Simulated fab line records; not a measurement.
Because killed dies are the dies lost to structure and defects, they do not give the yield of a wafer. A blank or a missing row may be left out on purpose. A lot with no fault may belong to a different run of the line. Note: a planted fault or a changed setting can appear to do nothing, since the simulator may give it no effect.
fab line records | flow sky130
[record] lots = 7 | wafers = 21 | last-day = 48
route steps=708 shown POLY_GATE@235 LDD_N@237 LDD_P@255 PAD_OPEN@708
lots that met no fault: from a run of the same line without faults
start-h: start of the lot's first displayed wafer, in hours after the record's first day | wait-h: hours elapsed since this lot's preceding step | " the same as in the row above | L1.1+2: one row covering several wafers at once | - value missing, or start not given | * or withheld: withheld | < > ~ a bound
route shown NAME@n: NAME is a module with steps in the file, n the number in the route of the first one | usual: mean and standard deviation over wafers with no fault | same: alike in all rows | chamber/n: place in a boat | sites: the reading at each site | _std_site: their standard deviation | _edge_site: the outer-site mean with the inner-site mean subtracted | radius-mm: how far each site lies from the wafer's centre | mask NAME#n: copy n | behind: the last tool/chamber to shape the wafer | hold: the reason the lot was held/the length of the hold in hours/how it ended | device: which transistor (n, p or np) failed to switch | end of line: tests of these same wafers at the route's end | a step given without rows: its recipe and nothing more | killed: not the wafer's yield, but the dies lost to structure and defects at the first sort | map: a wafer's dies, x killed, . not, _ none there
set.NAME: the setting the step ran with; set.NAME@STEP: the setting that earlier step ran with | model.NAME: the simulator's own value behind a step, which no gauge read
certain route steps with their lots: each step a table, each wafer a row
services: from which hour (start-h, from the record's first day; less than 0 if before it) a tool's chamber was out of use, for how many hours, and why
[[steps]]
[step SKY_POLY_GATE_THK_MEAS_21]
[recipe] reads = SiO2_of_POLY_GATE_OXIDATION_20
[usual] POLY_GATE_OXIDATION_THK = 4.01/0.091
lot.wafer | tool          | chamber | start-h | wait-h | POLY_GATE_OXIDATION_THK[nm]
L227.4    | film-metro-01 | -       | 374.21  | 0.0    | 3.95
L227.5    | "             | -       | "       | "      | 3.98
L227.6    | "             | -       | "       | "      | 3.98
L229.3    | film-metro-04 | -       | 398.24  | 0.0    | 4.12
L229.5    | "             | -       | "       | "      | 4.01
L229.6    | "             | -       | "       | "      | 4.08
L230.1    | film-metro-02 | -       | 403.94  | 0.0    | 4.00
L230.2    | "             | -       | "       | "      | 3.92
L230.3    | "             | -       | "       | "      | 4.01
L232.1    | film-metro-04 | -       | 424.87  | 0.0    | 3.88
L232.3    | "             | -       | "       | "      | 3.90
L232.5    | "             | -       | "       | "      | 3.85
L235.1    | film-metro-04 | -       | 451.33  | 0.0    | 4.10
L235.4    | "             | -       | "       | "      | 4.08
L235.5    | "             | -       | "       | "      | 4.03
L236.2    | film-metro-01 | -       | 458.27  | 0.0    | 4.03
L236.3    | "             | -       | "       | "      | 4.00
L236.6    | "             | -       | "       | "      | 4.04
L237.2    | film-metro-01 | -       | 467.87  | 0.0    | 3.98
L237.3    | "             | -       | "       | "      | 4.03
L237.5    | "             | -       | "       | "      | 3.98
[step SKY_POLY_GATE_CD_MEAS_22]
[usual] cd-nm = 150.3/2.1
lot.wafer | tool      | chamber | start-h | wait-h | cd-nm
L227.4    | cd-sem-01 | -       | 374.33  | 0.1    | 148.5
L227.5    | "         | -       | "       | "      | 151.3
L227.6    | "         | -       | "       | "      | 153.0
L229.3    | cd-sem-01 | -       | 398.33  | 0.1    | 150.2
L229.5    | "         | -       | "       | "      | 151.7
L229.6    | "         | -       | "       | "      | 150.3
L230.1    | cd-sem-01 | -       | 404.00  | 0.1    | 149.1
L230.2    | "         | -       | "       | "      | 151.0
L230.3    | "         | -       | "       | "      | 149.4
L232.1    | cd-sem-02 | -       | 424.93  | 0.1    | 148.6
L232.3    | "         | -       | "       | "      | 151.4
L232.5    | "         | -       | "       | "      | 147.7
L235.1    | cd-sem-01 | -       | 451.39  | 0.1    | 149.5
L235.4    | "         | -       | "       | "      | 151.1
L235.5    | "         | -       | "       | "      | 149.9
L236.2    | cd-sem-02 | -       | 458.35  | 0.1    | 152.9
L236.3    | "         | -       | "       | "      | 150.9
L236.6    | "         | -       | "       | "      | 150.6
L237.2    | cd-sem-01 | -       | 467.95  | 0.1    | 152.8
L237.3    | "         | -       | "       | "      | 154.1
L237.5    | "         | -       | "       | "      | 150.9
[step SKY_LDD_N_DEHYDRATE_00]
[recipe] temp-c = 200 | time-s = 60
[step SKY_LDD_N_HMDS_01]
[recipe] prime-time-s = 60 | prime-temp-c = 120
[step SKY_LDD_N_COAT_02]
[recipe] resist = NOVOLAK | spin-rpm = 2967 | resist-thk-nm = 300
[step SKY_LDD_N_SOFTBAKE_03]
[recipe] temp-c = 90 | time-s = 60 | resist = NOVOLAK
[step SKY_LDD_N_EXPOSE_04]
[recipe] mask-id = NTM | target-cd-nm = 840 | na = 0.6 | source-shape = conventional | sigma-outer = 0.6 | dose-mj = 110
[step SKY_LDD_N_PEB_05]
[recipe] temp-c = withheld | time-s = * | resist = NOVOLAK
[step SKY_LDD_N_DEVELOP_06]
[recipe] develop-time-s = 60 | dev-temp-c = 23
[step SKY_LDD_N_OVL_MEAS_07]
[usual] LDD_N_OVL = -1.6/1.3
lot.wafer | tool       | chamber | start-h | wait-h | LDD_N_OVL[nm]
L227.4    | overlay-01 | -       | 402.48  | 0.1    | -1.5
L227.5    | "          | -       | "       | "      | -1.1
L227.6    | "          | -       | "       | "      | -0.2
L229.3    | overlay-01 | -       | 427.88  | 0.1    | -3.0
L229.5    | "          | -       | "       | "      | -0.1
L229.6    | "          | -       | "       | "      | -1.1
L230.1    | overlay-02 | -       | 434.45  | 0.1    | -4.0
L230.2    | "          | -       | "       | "      | -2.4
L230.3    | "          | -       | "       | "      | -3.1
L232.1    | overlay-01 | -       | 455.61  | 0.1    | -2.3
L232.3    | "          | -       | "       | "      | -1.6
L232.5    | "          | -       | "       | "      | -3.7
L235.1    | overlay-02 | -       | 481.55  | 0.1    | -0.4
L235.4    | "          | -       | "       | "      | -2.1
L235.5    | "          | -       | "       | "      | -1.7
L236.2    | overlay-02 | -       | 488.22  | 0.1    | -1.5
L236.3    | "          | -       | "       | "      | -3.2
L236.6    | "          | -       | "       | "      | -2.4
L237.2    | overlay-01 | -       | 498.96  | 0.1    | -1.0
L237.3    | "          | -       | "       | "      | -0.5
L237.5    | "          | -       | "       | "      | -1.9
[step SKY_LDD_N_IMPLANT_08]
[recipe] species = As | energy-kev = 20 | dose-cm2 = 7.5e+13 | tilt-deg = withheld | rotation-deg = 23
[step SKY_LDD_N_IMPLANT_09]
[recipe] species = As | energy-kev = 20 | dose-cm2 = 7.5e+13 | tilt-deg = withheld | rotation-deg = 113
[step SKY_LDD_N_IMPLANT_10]
[recipe] species = As | energy-kev = 20 | dose-cm2 = 7.5e+13 | tilt-deg = withheld | rotation-deg = 203
[usual] implant-ion-amu = 75/0
lot.wafer | tool         | chamber | start-h | wait-h | implant-ion-amu | model.implant.drp-nm | model.implant.rp-nm
L227.4    | implanter-04 | 0       | 402.88  | 0.1    | 75              | 7.212                | 15.85
L227.5    | "            | 0       | "       | "      | 75              | 7.212                | 15.85
L227.6    | "            | 0       | "       | "      | 75              | 7.212                | 15.85
L229.3    | implanter-02 | 0       | 428.25  | 0.1    | 75              | 7.212                | 15.25
L229.5    | "            | 0       | "       | "      | 75              | 7.212                | 15.25
L229.6    | "            | 0       | "       | "      | 75              | 7.212                | 15.25
L230.1    | implanter-04 | 0       | 434.79  | 0.1    | 75              | 7.212                | 16.35
L230.2    | "            | 0       | "       | "      | 75              | 7.212                | 16.35
L230.3    | "            | 0       | "       | "      | 75              | 7.212                | 16.35
L232.1    | implanter-02 | 0       | 455.95  | 0.1    | 75              | 7.212                | 15.53
L232.3    | "            | 0       | "       | "      | 75              | 7.212                | 15.53
L232.5    | "            | 0       | "       | "      | 75              | 7.212                | 15.53
L235.1    | implanter-02 | 0       | 481.89  | 0.1    | 49              | 9.752                | 17.01
L235.4    | "            | 0       | "       | "      | 49              | 9.752                | 17.01
L235.5    | "            | 0       | "       | "      | 49              | 9.752                | 17.01
L236.2    | implanter-04 | 0       | 488.57  | 0.1    | 49              | 9.752                | 16.99
L236.3    | "            | 0       | "       | "      | 49              | 9.752                | 16.99
L236.6    | "            | 0       | "       | "      | 49              | 9.752                | 16.99
L237.2    | implanter-01 | 0       | 499.32  | 0.1    | 49              | 9.752                | 17.17
L237.3    | "            | 0       | "       | "      | 49              | 9.752                | 17.17
L237.5    | "            | 0       | "       | "      | 49              | 9.752                | 17.17
[step SKY_LDD_N_IMPLANT_11]
[recipe] species = As | energy-kev = 20 | dose-cm2 = 7.5e+13 | tilt-deg = withheld | rotation-deg = 293
[step SKY_LDD_N_IMPLANT_12]
[recipe] species = BF2 | energy-kev = 50 | dose-cm2 = 5e+12 | tilt-deg = 30 | rotation-deg = 0
[step SKY_LDD_N_IMPLANT_13]
[recipe] species = BF2 | energy-kev = 50 | dose-cm2 = 5e+12 | tilt-deg = 30 | rotation-deg = 90
[step SKY_LDD_N_IMPLANT_14]
[recipe] species = BF2 | energy-kev = 50 | dose-cm2 = 5e+12 | tilt-deg = 30 | rotation-deg = 180
[step SKY_LDD_N_IMPLANT_15]
[recipe] species = BF2 | energy-kev = 50 | dose-cm2 = 5e+12 | tilt-deg = 30 | rotation-deg = 270
[step SKY_LDD_N_STRIP_16]
[recipe] chemistry = O2/N2 | power-w = 1400 | pressure-mtorr = 1500 | platen-temp-c = withheld | o2-flow-sccm = 3000 | n2-flow-sccm = 300 | overash-fraction = 0.5
[usual] drypump-motor-current-A = 5.4/0.32 | oes-product-au = 0.407/0.0042 | strip-time-to-endpoint-s = 4.338/0.013
lot.wafer | tool            | chamber | start-h | wait-h | drypump-motor-current-A | oes-product-au | rf-hours-counter-h | strip-time-to-endpoint-s
L227.4    | plasma-asher-03 | 1       | 403.74  | 0.1    | 5.1                     | 0.406          | -                  | 4.355
L227.5    | "               | 0       | "       | "      | 5.6                     | 0.406          | -                  | 4.342
L227.6    | "               | 1       | "       | "      | 5.1                     | 0.408          | -                  | 4.329
L229.3    | plasma-asher-04 | 1       | 429.14  | 0.1    | 5.7                     | 0.400          | -                  | 4.333
L229.5    | "               | 0       | "       | "      | 5.0                     | 0.403          | -                  | 4.320
L229.6    | "               | 1       | "       | "      | 5.7                     | 0.410          | -                  | 4.340
L230.1    | plasma-asher-04 | 0       | 435.69  | 0.1    | 5.1                     | 0.410          | 58                 | 4.332
L230.2    | "               | 1       | "       | "      | 5.6                     | 0.412          | 58                 | 4.341
L230.3    | "               | 1       | "       | "      | 5.6                     | 0.409          | -                  | 4.353
L232.1    | plasma-asher-02 | 0       | 456.85  | 0.1    | 5.4                     | 0.406          | 79                 | 4.367
L232.3    | "               | 1       | "       | "      | 6.1                     | 0.415          | -                  | 4.326
L232.5    | "               | 0       | "       | "      | 5.4                     | 0.413          | -                  | 4.335
L235.1    | plasma-asher-04 | 1       | 482.79  | 0.1    | 5.6                     | 0.410          | 63                 | 4.283
L235.4    | "               | 0       | "       | "      | 5.0                     | 0.404          | -                  | 4.286
L235.5    | "               | 1       | "       | "      | 5.7                     | 0.413          | -                  | 4.267
L236.2    | plasma-asher-03 | 1       | 489.45  | 0.1    | 5.1                     | 0.411          | 6                  | 4.293
L236.3    | "               | 1       | "       | "      | 5.1                     | 0.410          | -                  | 4.300
L236.6    | "               | 0       | "       | "      | 5.6                     | 0.404          | -                  | 4.288
L237.2    | plasma-asher-04 | 0       | 500.19  | 0.1    | 5.0                     | 0.404          | 64                 | 4.290
L237.3    | "               | 1       | "       | "      | 5.7                     | 0.403          | -                  | 4.307
L237.5    | "               | 1       | "       | "      | 5.7                     | 0.407          | -                  | 4.300
[step SKY_LDD_N_TW_MEAS_17]
[usual] LDD_N_TW = 2608/14
lot.wafer | tool          | chamber | start-h | wait-h | LDD_N_TW
L227.4    | film-metro-01 | -       | 403.83  | 0.1    | 2607
L227.5    | "             | -       | "       | "      | 2609
L227.6    | "             | -       | "       | "      | 2610
L229.3    | film-metro-03 | -       | 429.22  | 0.1    | 2630
L229.5    | "             | -       | "       | "      | 2619
L229.6    | "             | -       | "       | "      | 2635
L230.1    | film-metro-04 | -       | 435.79  | 0.1    | 2610
L230.2    | "             | -       | "       | "      | 2585
L230.3    | "             | -       | "       | "      | 2599
L232.1    | film-metro-03 | -       | 456.95  | 0.1    | 2598
L232.3    | "             | -       | "       | "      | 2579
L232.5    | "             | -       | "       | "      | 2581
L235.1    | film-metro-04 | -       | 482.89  | 0.1    | 2483
L235.4    | "             | -       | "       | "      | 2499
L235.5    | "             | -       | "       | "      | 2488
L236.2    | film-metro-01 | -       | 489.56  | 0.1    | 2502
L236.3    | "             | -       | "       | "      | 2510
L236.6    | "             | -       | "       | "      | 2512
L237.2    | film-metro-04 | -       | 500.30  | 0.1    | 2501
L237.3    | "             | -       | "       | "      | 2499
L237.5    | "             | -       | "       | "      | 2503
[step SKY_LDD_P_DEHYDRATE_00]
[recipe] temp-c = 200 | time-s = 60
[step SKY_PAD_OPEN_PROBE_99]
[usual] killed_at_M0_to_M3 = 42/7.2 | killed_at_M4_up = 3.5/1.8 | killed-at-contacts = 25/5.7 | killed-at-front-end = 16/4.6 | killed-at-other = 0.2/0.41 | killed-dies = 86/9.3 | killed-open = 47/6.3 | killed-short = 39/5.9
[same] gross-dies = 492 | killed-at-back-side = 0
lot.wafer | tool      | chamber | start-h | wait-h | killed_at_M0_to_M3 | killed_at_M4_up | killed-at-contacts | killed-at-front-end | killed-at-other | killed-dies | killed-open | killed-short
L227.4    | prober-02 | -       | 1077.58 | 0.2    | 35                 | 2               | 17                 | 16                  | 0               | 70          | 38          | 32
L227.5    | prober-02 | -       | 1077.63 | 0.2    | 48                 | 0               | 21                 | 12                  | 0               | 81          | 42          | 39
L227.6    | prober-02 | -       | 1077.68 | 0.2    | 39                 | 3               | 22                 | 9                   | 0               | 73          | 44          | 29
L229.3    | prober-02 | -       | 1097.42 | 0.2    | 43                 | 6               | 32                 | 16                  | 0               | 97          | 55          | 42
L229.5    | prober-02 | -       | 1097.52 | 0.2    | 38                 | 5               | 37                 | 14                  | 0               | 94          | 56          | 38
L229.6    | prober-02 | -       | 1097.57 | 0.2    | 49                 | 3               | 23                 | 18                  | 0               | 93          | 48          | 45
L232.1    | prober-02 | -       | 1114.39 | 0.1    | 35                 | 6               | 36                 | 14                  | 0               | 91          | 57          | 34
L232.3    | prober-02 | -       | 1114.49 | 0.2    | 48                 | 5               | 26                 | 28                  | 1               | 108         | 58          | 50
L232.5    | prober-02 | -       | 1114.59 | 0.2    | 43                 | 3               | 32                 | 13                  | 0               | 91          | 57          | 34
L235.1    | prober-01 | -       | 1131.63 | 0.1    | 37                 | 6               | 35                 | 13                  | 1               | 92          | 51          | 41
L235.4    | prober-01 | -       | 1131.78 | 0.2    | 33                 | 9               | 30                 | 10                  | 0               | 82          | 45          | 37
L235.5    | prober-01 | -       | 1131.83 | 0.2    | 40                 | 5               | 33                 | 29                  | 0               | 107         | 56          | 51
L236.2    | prober-02 | -       | 1133.62 | 0.1    | 39                 | 5               | 22                 | 23                  | 0               | 89          | 50          | 39
L236.3    | prober-02 | -       | 1133.67 | 0.2    | 33                 | 1               | 22                 | 14                  | 1               | 71          | 43          | 28
L236.6    | prober-02 | -       | 1133.82 | 0.2    | 44                 | 4               | 21                 | 12                  | 0               | 81          | 39          | 42
L237.2    | prober-01 | -       | 1143.91 | 0.1    | 58                 | 1               | 22                 | 13                  | 0               | 94          | 57          | 37
L237.3    | prober-01 | -       | 1143.96 | 0.2    | 43                 | 3               | 19                 | 15                  | 0               | 80          | 39          | 41
L237.5    | prober-01 | -       | 1144.06 | 0.2    | 50                 | 6               | 29                 | 21                  | 0               | 106         | 55          | 51
// killed by level:class
L227.4 VIA2:geometric-particle:open=10 CONTACT:geometric-particle:open=8 FIELD_ISO:geometric-particle:short=6 VIA3:geometric-particle:open=6 VIA1:geometric-particle:open=5 POLY_GATE:geometric-particle:short=4 LI_CONTACT:geometric-particle:short=4 METAL2:geometric-particle:short=4
L227.5 CONTACT:geometric-particle:open=11 METAL1:geometric-particle:short=8 VIA1:geometric-particle:open=7 VIA3:geometric-particle:open=7 VIA2:geometric-particle:open=6 VIA1:geometric-particle:short=6 LI_CONTACT:geometric-particle:open=5 VIA2:geometric-particle:short=5
L227.6 VIA1:geometric-particle:open=9 CONTACT:geometric-particle:open=7 VIA2:geometric-particle:open=7 LI_CONTACT:geometric-particle:open=6 LOCAL_INTERCONNECT:geometric-particle:short=5 VIA2:geometric-particle:short=5 METAL3:geometric-particle:short=4 VIA3:geometric-particle:open=4
L229.3 CONTACT:geometric-particle:open=13 VIA1:geometric-particle:open=12 LOCAL_INTERCONNECT:geometric-particle:short=7 VIA2:geometric-particle:open=7 METAL2:geometric-particle:short=6 LI_CONTACT:geometric-particle:open=5 FIELD_ISO:geometric-particle:open=5 CONTACT:geometric-particle:short=4
L229.5 CONTACT:geometric-particle:open=16 LI_CONTACT:geometric-particle:open=11 VIA1:geometric-particle:open=9 VIA2:geometric-particle:open=5 METAL1:geometric-particle:short=5 METAL2:geometric-particle:short=5 METAL4:geometric-particle:short=5 SPACER:geometric-particle:short=4
L229.6 VIA1:geometric-particle:open=16 LI_CONTACT:geometric-particle:open=9 METAL1:geometric-particle:short=7 VIA1:geometric-particle:short=7 FIELD_ISO:geometric-particle:short=5 VIA3:geometric-particle:open=5 LOCAL_INTERCONNECT:geometric-particle:short=4 CONTACT:geometric-particle:short=4
L232.1 LI_CONTACT:geometric-particle:open=13 CONTACT:geometric-particle:open=13 VIA1:geometric-particle:open=10 FIELD_ISO:geometric-particle:open=6 VIA2:geometric-particle:open=6 POLY_GATE:geometric-particle:short=5 VIA3:geometric-particle:open=5 LI_CONTACT:geometric-particle:short=4
L232.3 VIA1:geometric-particle:open=12 CONTACT:geometric-particle:open=10 FIELD_ISO:geometric-particle:open=9 VIA2:geometric-particle:open=9 VIA3:geometric-particle:short=8 FIELD_ISO:geometric-particle:short=5 LOCAL_INTERCONNECT:geometric-particle:short=5 VIA1:geometric-particle:short=5
L232.5 VIA1:geometric-particle:open=15 CONTACT:geometric-particle:open=15 CONTACT:geometric-particle:short=7 VIA2:geometric-particle:open=7 VIA3:geometric-particle:open=7 LI_CONTACT:geometric-particle:open=5 VIA2:geometric-particle:short=5 FIELD_ISO:geometric-particle:short=4
L235.1 CONTACT:geometric-particle:open=14 CONTACT:geometric-particle:short=9 VIA1:geometric-particle:open=9 LI_CONTACT:geometric-particle:open=8 METAL1:geometric-particle:short=7 VIA3:geometric-particle:open=5 VIA2:geometric-particle:open=5 FIELD_ISO:geometric-particle:short=4
L235.4 LI_CONTACT:geometric-particle:open=9 CONTACT:geometric-particle:open=9 METAL4:geometric-particle:short=8 VIA1:geometric-particle:open=7 VIA1:geometric-particle:short=6 VIA3:geometric-particle:open=6 CONTACT:geometric-particle:short=5 VIA2:geometric-particle:open=5
L235.5 CONTACT:geometric-particle:open=14 POLY_GATE:geometric-particle:short=10 VIA3:geometric-particle:open=7 VIA1:geometric-particle:open=7 FIELD_ISO:geometric-particle:open=6 FIELD_ISO:geometric-particle:short=6 POLY_GATE:geometric-particle:open=5 LI_CONTACT:geometric-particle:open=5
L236.2 CONTACT:geometric-particle:open=10 VIA1:geometric-particle:open=8 LI_CONTACT:geometric-particle:open=6 POLY_GATE:geometric-particle:open=5 VIA3:geometric-particle:open=5 FIELD_ISO:geometric-particle:short=4 POLY_GATE:geometric-particle:short=4 VIA1:geometric-particle:short=4
L236.3 VIA1:geometric-particle:open=11 CONTACT:geometric-particle:open=10 VIA2:geometric-particle:open=6 METAL1:geometric-particle:short=5 VIA3:geometric-particle:open=5 LI_CONTACT:geometric-particle:open=4 VIA1:geometric-particle:short=4 FIELD_ISO:geometric-particle:open=3
L236.6 VIA1:geometric-particle:open=12 CONTACT:geometric-particle:open=8 POLY_GATE:geometric-particle:short=6 METAL1:geometric-particle:short=6 LI_CONTACT:geometric-particle:open=5 VIA2:geometric-particle:open=5 LOCAL_INTERCONNECT:geometric-particle:short=4 VIA1:geometric-particle:short=4
L237.2 VIA1:geometric-particle:open=14 CONTACT:geometric-particle:open=11 VIA2:geometric-particle:open=8 METAL3:geometric-particle:short=7 METAL1:geometric-particle:short=7 LI_CONTACT:geometric-particle:open=6 VIA1:geometric-particle:short=6 METAL2:geometric-particle:open=6
L237.3 POLY_GATE:geometric-particle:short=8 CONTACT:geometric-particle:open=8 METAL1:geometric-particle:short=6 VIA2:geometric-particle:open=6 VIA1:geometric-particle:open=6 METAL2:geometric-particle:short=6 LI_CONTACT:geometric-particle:open=5 VIA3:geometric-particle:open=5
L237.5 VIA1:geometric-particle:open=13 CONTACT:geometric-particle:open=11 VIA1:geometric-particle:short=10 POLY_GATE:geometric-particle:short=6 LI_CONTACT:geometric-particle:open=6 METAL1:geometric-particle:short=6 VIA3:geometric-particle:open=6 FIELD_ISO:geometric-particle:short=5
[[services]]
tool            | chamber | start-h | hours | kind
implanter-01    | -       | 391.51  | 6.7   | repair
implanter-04    | -       | 398.60  | 2.7   | repair
implanter-04    | -       | 408.61  | 0.6   | repair
plasma-asher-03 | -       | 421.25  | 9.0   | pm
plasma-asher-03 | 0       | 421.25  | 9.0   | vent-cycle
plasma-asher-03 | 1       | 421.25  | 9.0   | vent-cycle
plasma-asher-02 | -       | 423.92  | 1.6   | repair
plasma-asher-03 | 0       | 430.25  | -     | clean
plasma-asher-03 | 1       | 430.25  | -     | clean
implanter-02    | -       | 434.28  | 6.0   | repair
plasma-asher-03 | -       | 438.06  | 2.0   | repair
implanter-04    | -       | 475.84  | 3.1   | pm
implanter-02    | -       | 497.25  | 0.5   | repair
[[key]]
[first-sign] step = SKY_LDD_N_IMPLANT_10 | reading = implant-ion-amu | direction = down | sigmas = 99+ | usual = 75 | struck = 49
[effect] step = SKY_LDD_N_STRIP_16 | reading = strip-time-to-endpoint-s | direction = down | sigmas = 3.5 | usual = * | struck = *
[effect] step = SKY_LDD_N_TW_MEAS_17 | reading = LDD_N_TW | direction = down | sigmas = 7.9 | usual = 2608 | struck = 2500
[model-effect] step = SKY_LDD_N_IMPLANT_10 | value = implant.drp-nm | without = 7.212 | struck = 9.752
met-at SKY_LDD_N_IMPLANT_10
struck-wafers L235.1,L235.4,L235.5,L236.2,L236.3,L236.6,L237.2,L237.3,L237.5
tester-left-out L235,L236,L237
onset-between 455.95 481.89
[fault] kind = wrong-recipe-download | tool = implanter-01,implanter-02,implanter-04 | chamber = - | onset-h = 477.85 | steps = SKY_LDD_N_IMPLANT_10 | wrong-recipe.not-listed = 1
// tester-left-out: of these lots the tester's yield and bins aren't shown, on N5 and GAA mostly nor the transistor test; their killed dies are dies lost to structure and defects alone, not to doping, threshold or leakage, so they don't give the yield
